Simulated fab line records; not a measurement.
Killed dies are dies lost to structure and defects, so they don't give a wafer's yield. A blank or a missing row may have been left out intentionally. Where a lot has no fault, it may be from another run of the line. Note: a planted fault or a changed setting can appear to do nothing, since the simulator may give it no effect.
fab line records	flow sky130
[record] lots = 5	wafers = 15	lastDay = 49
route steps=708 shown LDD_P@255 LDD_HVN@267 LDD_HVP@278
lots untouched by any fault: they come from a run of this same line in which no faults occurred
startH: the number of hours between the record's first day and the start of the first shown wafer of the lot	waitH: hours from the lot's prior step to this one	" as in the row above	L1.1+2: a row that stands for several wafers	- value missing, or start not given	* or withheld: withheld	< > ~ a bound
route shown NAME@n: a module of which the file shows steps, and the number in the route of the first	usual: mean and standard deviation over wafers with no fault	same: alike in all rows	chamber/n: place in a boat	sites: per-site readings	_std_site: standard deviation across them	_edge_site: the outer-site mean with the inner-site mean subtracted	radiusMm: how far each site lies from the wafer's centre	mask NAME#n: copy n	behind: the most recent tool/chamber to have shaped the wafer	hold: cause of the lot's hold/its duration in hours/its outcome	device: whichever transistor did not switch (one of n, p or np)	end of line: tests run on the same wafers once the route is complete	a step given without rows: its recipe and nothing more	killed: dies lost to structure and defects at the first sort, not the wafer's yield	map: a wafer's dies, x killed, . not, _ none there
set.NAME: the setting the step ran with; set.NAME@STEP: the setting that earlier step ran with	model.NAME: the simulator's own value behind a step, which no gauge read
a table for each step, a row for each wafer; lots at some steps of the route
services: when a tool's chamber went out of use (startH, in hours from the record's first day, below 0 if earlier), for how many hours, and the reason
[[steps]]
[step SKY_LDD_P_DEHYDRATE_00]
[recipe] tempC = 200	timeS = 60
lot.wafer	tool	chamber	startH	waitH
L082.3+4+6	lithoTrack-02	0	487.69	14.9
L087.2+4+5	lithoTrack-04	0	524.81	14.2
L088.1+2+4	lithoTrack-02	0	538.09	14.9
L090.2+4+6	lithoTrack-04	0	571.91	14.0
L089.3+5+6	lithoTrack-03	0	574.79	14.2
[step SKY_LDD_P_HMDS_01]
[recipe] primeTimeS = 60	primeTempC = 120
lot.wafer	tool	chamber	startH	waitH
L082.3+4+6	lithoTrack-02	0	487.84	0.1
L087.2+4+5	lithoTrack-04	0	524.96	0.1
L088.1+2+4	lithoTrack-02	0	538.24	0.1
L090.2+4+6	lithoTrack-04	0	572.06	0.1
L089.3+5+6	lithoTrack-03	0	574.94	0.1
[step SKY_LDD_P_COAT_02]
[recipe] resist = NOVOLAK	spinRpm = 3000	resistThkNm = 1140
lot.wafer	tool	chamber	startH	waitH
L082.3+4+6	lithoTrack-02	0	487.99	0.1
L087.2+4+5	lithoTrack-04	0	525.11	0.1
L088.1+2+4	lithoTrack-02	0	538.39	0.1
L090.2+4+6	lithoTrack-04	0	572.21	0.1
L089.3+5+6	lithoTrack-03	0	575.09	0.1
[step SKY_LDD_P_SOFTBAKE_03]
[recipe] tempC = 90	timeS = 60	resist = NOVOLAK
lot.wafer	tool	chamber	startH	waitH
L082.3+4+6	lithoTrack-02	0	488.14	0.1
L087.2+4+5	lithoTrack-04	0	525.26	0.1
L088.1+2+4	lithoTrack-02	0	538.54	0.1
L090.2+4+6	lithoTrack-04	0	572.36	0.1
L089.3+5+6	lithoTrack-03	0	575.24	0.1
[step SKY_LDD_P_EXPOSE_04]
[recipe] maskId = PSDM	na = 0.6	sourceShape = conventional	sigmaOuter = 0.6	polarization = unpolarized	targetCdNm = 380	doseMj = 138
[usual] reticleTempC = 22.97/0.088
lot.wafer	tool	chamber	startH	waitH	mask	reticleTempC
L082.3	ilineStepper-01	0	-	-	PSDM#0	23.12
L082.4	"	0	"	"	PSDM#0	22.97
L082.6	"	0	"	"	PSDM#0	22.94
L087.2	ilineStepper-01	0	-	-	PSDM#0	22.91
L087.4	"	0	"	"	PSDM#0	22.89
L087.5	"	0	"	"	PSDM#0	22.99
L088.1	ilineStepper-01	0	-	-	PSDM#0	23.01
L088.2	"	0	"	"	PSDM#0	23.13
L088.4	"	0	"	"	PSDM#0	22.99
L090.2	ilineStepper-02	0	-	-	PSDM#0	22.93
L090.4	"	0	"	"	PSDM#0	22.97
L090.6	"	0	"	"	PSDM#0	22.93
L089.3	ilineStepper-02	0	-	-	PSDM#0	23.10
L089.5	"	0	"	"	PSDM#0	22.89
L089.6	"	0	"	"	PSDM#0	23.15
[step SKY_LDD_P_PEB_05]
[recipe] tempC = withheld	timeS = *	resist = NOVOLAK
lot.wafer	tool	chamber	startH	waitH
L082.3+4+6	lithoTrack-04	0	-	-
L087.2+4+5	lithoTrack-04	0	-	-
L088.1+2+4	lithoTrack-02	0	-	-
L090.2+4+6	lithoTrack-02	0	-	-
L089.3+5+6	lithoTrack-02	0	-	-
[step SKY_LDD_P_DEVELOP_06]
[recipe] resist = NOVOLAK	developer = TMAH	developTimeS = 60	devTempC = 23
lot.wafer	tool	chamber	startH	waitH
L082.3+4+6	lithoTrack-04	0	503.39	0.1
L087.2+4+5	lithoTrack-04	0	541.01	0.1
L088.1+2+4	lithoTrack-02	0	553.54	0.1
L090.2+4+6	lithoTrack-02	0	587.02	0.1
L089.3+5+6	lithoTrack-02	0	589.34	0.1
[step SKY_LDD_P_CD_MEAS_07]
[recipe] targetCdNm = 380
[usual] cdNm = 379.7/2.4
lot.wafer	tool	chamber	startH	waitH	cdNm
L082.3	cdSem-02	-	503.53	0.1	380.1
L082.4	"	-	"	"	380.2
L082.6	"	-	"	"	378.7
L087.2	cdSem-02	-	541.16	0.1	375.2
L087.4	"	-	"	"	376.8
L087.5	"	-	"	"	378.5
L088.1	cdSem-01	-	553.69	0.1	379.4
L088.2	"	-	"	"	378.3
L088.4	"	-	"	"	379.3
L090.2	cdSem-01	-	587.16	0.1	376.6
L090.4	"	-	"	"	377.5
L090.6	"	-	"	"	374.9
L089.3	cdSem-01	-	589.48	0.1	377.1
L089.5	"	-	"	"	378.9
L089.6	"	-	"	"	378.9
[step SKY_LDD_P_OVL_MEAS_08]
[usual] LDD_P_OVL = 0.3/1.6
lot.wafer	tool	chamber	startH	waitH	LDD_P_OVL[nm]
L082.3	overlay-02	-	503.62	0.1	2.1
L082.4	"	-	"	"	-0.2
L082.6	"	-	"	"	-0.4
L087.2	overlay-01	-	541.26	0.1	2.4
L087.4	"	-	"	"	2.0
L087.5	"	-	"	"	3.9
L088.1	overlay-01	-	553.81	0.1	0.3
L088.2	"	-	"	"	0.4
L088.4	"	-	"	"	-0.3
L090.2	overlay-01	-	587.27	0.1	0.7
L090.4	"	-	"	"	-0.1
L090.6	"	-	"	"	1.6
L089.3	overlay-02	-	589.57	0.1	-1.2
L089.5	"	-	"	"	-1.3
L089.6	"	-	"	"	-1.0
[step SKY_LDD_P_IMPLANT_09]
[recipe] species = BF2	energyKev = 25	doseCm2 = 1e+13	tiltDeg = withheld
lot.wafer	tool	chamber	startH	waitH
L082.3+4+6	implanter-01	0	503.69	0.1
L087.2+4+5	implanter-04	0	541.32	0.0
L088.1+2+4	implanter-04	0	553.85	0.0
L090.2+4+6	implanter-04	0	587.32	0.0
L089.3+5+6	implanter-04	0	589.65	0.1
[step SKY_LDD_P_STRIP_10]
[recipe] chemistry = O2/N2	powerW = 1400	pressureMtorr = 1500	platenTempC = withheld	o2FlowSccm = 3000	n2FlowSccm = 300	overashFraction = 0.5
[usual] drypumpMotorCurrentA = 5.56/0.28	oesProductAu = 0.716/0.0045	stripTimeToEndpointS = 14.17/0.045
lot.wafer	tool	chamber	startH	waitH	drypumpMotorCurrentA	oesProductAu	rfHoursCounterH	stripTimeToEndpointS
L082.3	plasmaAsher-03	1	503.82	0.1	5.79	0.716	-	14.13
L082.4	"	0	"	"	5.90	0.714	-	14.16
L082.6	"	1	"	"	5.79	0.719	-	14.19
L087.2	plasmaAsher-01	0	541.44	0.1	5.43	0.718	74	14.13
L087.4	"	0	"	"	5.42	0.718	-	14.18
L087.5	"	0	"	"	5.43	0.717	-	14.15
L088.1	plasmaAsher-03	1	554.00	0.1	5.78	0.718	41	14.24
L088.2	"	0	"	"	5.84	0.712	41	14.25
L088.4	"	0	"	"	5.87	0.707	-	14.23
L090.2	plasmaAsher-02	1	587.45	0.1	5.07	0.716	15	14.06
L090.4	"	1	"	"	5.08	0.718	-	14.12
L090.6	"	0	"	"	5.58	0.713	-	14.12
L089.3	plasmaAsher-02	1	589.78	0.1	5.11	0.718	-	14.23
L089.5	"	0	"	"	5.56	0.716	-	14.24
L089.6	"	1	"	"	5.12	0.720	-	14.23
[step SKY_LDD_P_TW_MEAS_11]
[usual] LDD_P_TW = 640/9
lot.wafer	tool	chamber	startH	waitH	LDD_P_TW
L082.3	filmMetro-01	-	503.91	0.1	648
L082.4	"	-	"	"	647
L082.6	"	-	"	"	646
L087.2	filmMetro-02	-	541.55	0.1	642
L087.4	"	-	"	"	635
L087.5	"	-	"	"	640
L088.1	filmMetro-03	-	554.10	0.1	625
L088.2	"	-	"	"	627
L088.4	"	-	"	"	626
L090.2	filmMetro-03	-	587.56	0.1	627
L090.4	"	-	"	"	629
L090.6	"	-	"	"	625
L089.3	filmMetro-01	-	589.87	0.1	646
L089.5	"	-	"	"	646
L089.6	"	-	"	"	642
[step SKY_LDD_HVN_DEHYDRATE_00]
[recipe] tempC = 200	timeS = 60
lot.wafer	tool	chamber	startH	waitH
L082.3+4+6	lithoTrack-01	0	518.39	14.5
L087.2+4+5	lithoTrack-01	0	555.06	13.5
L088.1+2+4	lithoTrack-01	0	568.24	14.1
L090.2+4+6	lithoTrack-01	0	601.36	13.8
L089.3+5+6	lithoTrack-01	0	603.74	13.9
[step SKY_LDD_HVN_HMDS_01]
[recipe] primeTimeS = 60	primeTempC = 120
lot.wafer	tool	chamber	startH	waitH
L082.3+4+6	lithoTrack-01	0	518.54	0.1
L087.2+4+5	lithoTrack-01	0	555.21	0.1
L088.1+2+4	lithoTrack-01	0	568.39	0.1
L090.2+4+6	lithoTrack-01	0	601.51	0.1
L089.3+5+6	lithoTrack-01	0	603.89	0.1
[step SKY_LDD_HVN_COAT_02]
[recipe] resist = NOVOLAK	spinRpm = 3000	resistThkNm = 300
lot.wafer	tool	chamber	startH	waitH
L082.3+4+6	lithoTrack-01	0	518.69	0.1
L087.2+4+5	lithoTrack-01	0	555.36	0.1
L088.1+2+4	lithoTrack-01	0	568.54	0.1
L090.2+4+6	lithoTrack-01	0	601.66	0.1
L089.3+5+6	lithoTrack-01	0	604.04	0.1
[step SKY_LDD_HVN_SOFTBAKE_03]
[recipe] tempC = 90	timeS = 60	resist = NOVOLAK
lot.wafer	tool	chamber	startH	waitH
L082.3+4+6	lithoTrack-01	0	518.84	0.1
L087.2+4+5	lithoTrack-01	0	555.51	0.1
L088.1+2+4	lithoTrack-01	0	568.69	0.1
L090.2+4+6	lithoTrack-01	0	601.81	0.1
L089.3+5+6	lithoTrack-01	0	604.19	0.1
[step SKY_LDD_HVN_EXPOSE_04]
[recipe] maskId = HVNTM	na = 0.6	sourceShape = conventional	sigmaOuter = 0.6	polarization = unpolarized	targetCdNm = 700	doseMj = 127
[usual] reticleTempC = 23.00/0.11
lot.wafer	tool	chamber	startH	waitH	mask	reticleTempC
L082.3	ilineStepper-02	0	-	-	HVNTM#0	22.93
L082.4	"	0	"	"	HVNTM#0	22.86
L082.6	"	0	"	"	HVNTM#0	22.98
L087.2	ilineStepper-02	0	-	-	HVNTM#0	23.07
L087.4	"	0	"	"	HVNTM#0	23.10
L087.5	"	0	"	"	HVNTM#0	23.12
L088.1	ilineStepper-02	0	-	-	HVNTM#0	23.06
L088.2	"	0	"	"	HVNTM#0	23.14
L088.4	"	0	"	"	HVNTM#0	22.97
L090.2	ilineStepper-01	0	-	-	HVNTM#0	22.97
L090.4	"	0	"	"	HVNTM#0	23.20
L090.6	"	0	"	"	HVNTM#0	22.90
L089.3	ilineStepper-01	0	-	-	HVNTM#0	22.86
L089.5	"	0	"	"	HVNTM#0	22.97
L089.6	"	0	"	"	HVNTM#0	22.97
[step SKY_LDD_HVN_PEB_05]
[recipe] tempC = withheld	timeS = *	resist = NOVOLAK
lot.wafer	tool	chamber	startH	waitH
L082.3+4+6	lithoTrack-02	0	-	-
L087.2+4+5	lithoTrack-03	0	-	-
L088.1+2+4	lithoTrack-03	0	-	-
L090.2+4+6	lithoTrack-02	0	-	-
L089.3+5+6	lithoTrack-01	0	-	-
[step SKY_LDD_HVN_DEVELOP_06]
[recipe] resist = NOVOLAK	developer = TMAH	developTimeS = 60	devTempC = 23
lot.wafer	tool	chamber	startH	waitH
L082.3+4+6	lithoTrack-02	0	533.49	0.1
L087.2+4+5	lithoTrack-03	0	569.87	0.1
L088.1+2+4	lithoTrack-03	0	583.74	0.1
L090.2+4+6	lithoTrack-02	0	616.52	0.1
L089.3+5+6	lithoTrack-01	0	618.34	0.1
[step SKY_LDD_HVN_OVL_MEAS_07]
[usual] LDD_HVN_OVL = -0.1/1.5
lot.wafer	tool	chamber	startH	waitH	LDD_HVN_OVL[nm]
L082.3	overlay-02	-	533.60	0.1	-1.3
L082.4	"	-	"	"	-1.9
L082.6	"	-	"	"	-0.8
L087.2	overlay-02	-	570.00	0.1	1.5
L087.4	"	-	"	"	1.6
L087.5	"	-	"	"	1.7
L088.1	overlay-01	-	583.89	0.1	-0.3
L088.2	"	-	"	"	0.2
L088.4	"	-	"	"	-1.1
L090.2	overlay-01	-	616.65	0.1	0.2
L090.4	"	-	"	"	0.9
L090.6	"	-	"	"	1.4
L089.3	overlay-02	-	618.45	0.1	-0.8
L089.5	"	-	"	"	-2.7
L089.6	"	-	"	"	-1.0
[step SKY_LDD_HVN_IMPLANT_08]
[recipe] species = P	energyKev = 60	doseCm2 = 3e+13	tiltDeg = 40
lot.wafer	tool	chamber	startH	waitH
L082.3+4+6	implanter-01	0	533.68	0.1
L087.2+4+5	implanter-03	0	570.05	0.0
L088.1+2+4	implanter-04	0	583.93	0.0
L090.2+4+6	implanter-01	0	616.70	0.0
L089.3+5+6	implanter-04	0	618.52	0.1
[step SKY_LDD_HVN_STRIP_09]
[recipe] chemistry = O2/N2	powerW = 1400	pressureMtorr = 1500	platenTempC = withheld	o2FlowSccm = 3000	n2FlowSccm = 300	overashFraction = 0.5
[usual] drypumpMotorCurrentA = 5.8/0.37	oesProductAu = 0.409/0.0044	stripTimeToEndpointS = 4.134/0.014
lot.wafer	tool	chamber	startH	waitH	drypumpMotorCurrentA	oesProductAu	rfHoursCounterH	stripTimeToEndpointS
L082.3	plasmaAsher-03	1	533.81	0.1	5.8	0.407	-	4.108
L082.4	"	0	"	"	5.9	0.411	-	4.118
L082.6	"	1	"	"	5.8	0.415	-	4.100
L087.2	plasmaAsher-04	0	570.18	0.1	6.3	0.407	93	4.140
L087.4	"	0	"	"	6.3	0.409	-	4.117
L087.5	"	0	"	"	6.3	0.406	-	4.145
L088.1	plasmaAsher-04	0	584.08	0.1	6.3	0.411	95	4.130
L088.2	"	1	"	"	5.3	0.405	95	4.145
L088.4	"	0	"	"	6.3	0.404	-	4.137
L090.2	plasmaAsher-04	1	616.83	0.1	5.3	0.408	98	4.143
L090.4	"	1	"	"	5.2	0.402	-	4.129
L090.6	"	0	"	"	6.3	0.412	-	4.139
L089.3	plasmaAsher-04	1	618.65	0.1	5.2	0.413	-	4.111
L089.5	"	0	"	"	6.3	0.406	-	4.131
L089.6	"	1	"	"	5.2	0.417	-	4.123
[step SKY_LDD_HVN_TW_MEAS_10]
[usual] LDD_HVN_TW = 1435/14
lot.wafer	tool	chamber	startH	waitH	LDD_HVN_TW
L082.3	filmMetro-04	-	533.90	0.1	1429
L082.4	"	-	"	"	1431
L082.6	"	-	"	"	1435
L087.2	filmMetro-03	-	570.29	0.1	1420
L087.4	"	-	"	"	1412
L087.5	"	-	"	"	1417
L088.1	filmMetro-02	-	584.18	0.1	1448
L088.2	"	-	"	"	1451
L088.4	"	-	"	"	1450
L090.2	filmMetro-02	-	616.94	0.1	1442
L090.4	"	-	"	"	1449
L090.6	"	-	"	"	1447
L089.3	filmMetro-03	-	618.74	0.1	1434
L089.5	"	-	"	"	1422
L089.6	"	-	"	"	1431
[step SKY_LDD_HVP_DEHYDRATE_00]
[recipe] tempC = 200	timeS = 60
lot.wafer	tool	chamber	startH	waitH
L082.3+4+6	lithoTrack-01	0	547.84	13.9
L087.2+4+5	lithoTrack-01	0	584.71	14.4
L088.1+2+4	lithoTrack-03	0	597.74	13.6
L090.2+4+6	lithoTrack-04	0	630.26	13.3
L089.3+5+6	lithoTrack-04	0	632.29	13.5
[step SKY_LDD_HVP_HMDS_01]
[recipe] primeTimeS = 60	primeTempC = 120
lot.wafer	tool	chamber	startH	waitH
L082.3+4+6	lithoTrack-01	0	547.99	0.1
L087.2+4+5	lithoTrack-01	0	584.86	0.1
L088.1+2+4	lithoTrack-03	0	597.89	0.1
L090.2+4+6	lithoTrack-04	0	630.41	0.1
L089.3+5+6	lithoTrack-04	0	632.44	0.1
[step SKY_LDD_HVP_COAT_02]
[recipe] resist = NOVOLAK	spinRpm = 3000	resistThkNm = 300
lot.wafer	tool	chamber	startH	waitH
L082.3+4+6	lithoTrack-01	0	548.14	0.1
L087.2+4+5	lithoTrack-01	0	585.01	0.1
L088.1+2+4	lithoTrack-03	0	598.04	0.1
L090.2+4+6	lithoTrack-04	0	630.56	0.1
L089.3+5+6	lithoTrack-04	0	632.59	0.1
[[services]]
tool	chamber	startH	hours	kind
ilineStepper-01	-	479.60	4.4	pm
ilineStepper-02	-	506.78	3.1	repair
implanter-04	-	524.04	15.6	pm
ilineStepper-01	-	527.88	8.9	pm
ilineStepper-02	-	531.30	21.6	repair
plasmaAsher-02	-	540.61	2.1	repair
implanter-03	-	552.69	13.0	repair
ilineStepper-01	-	560.38	2.9	repair
ilineStepper-01	-	584.85	1.7	pm
[[key]]
fault none
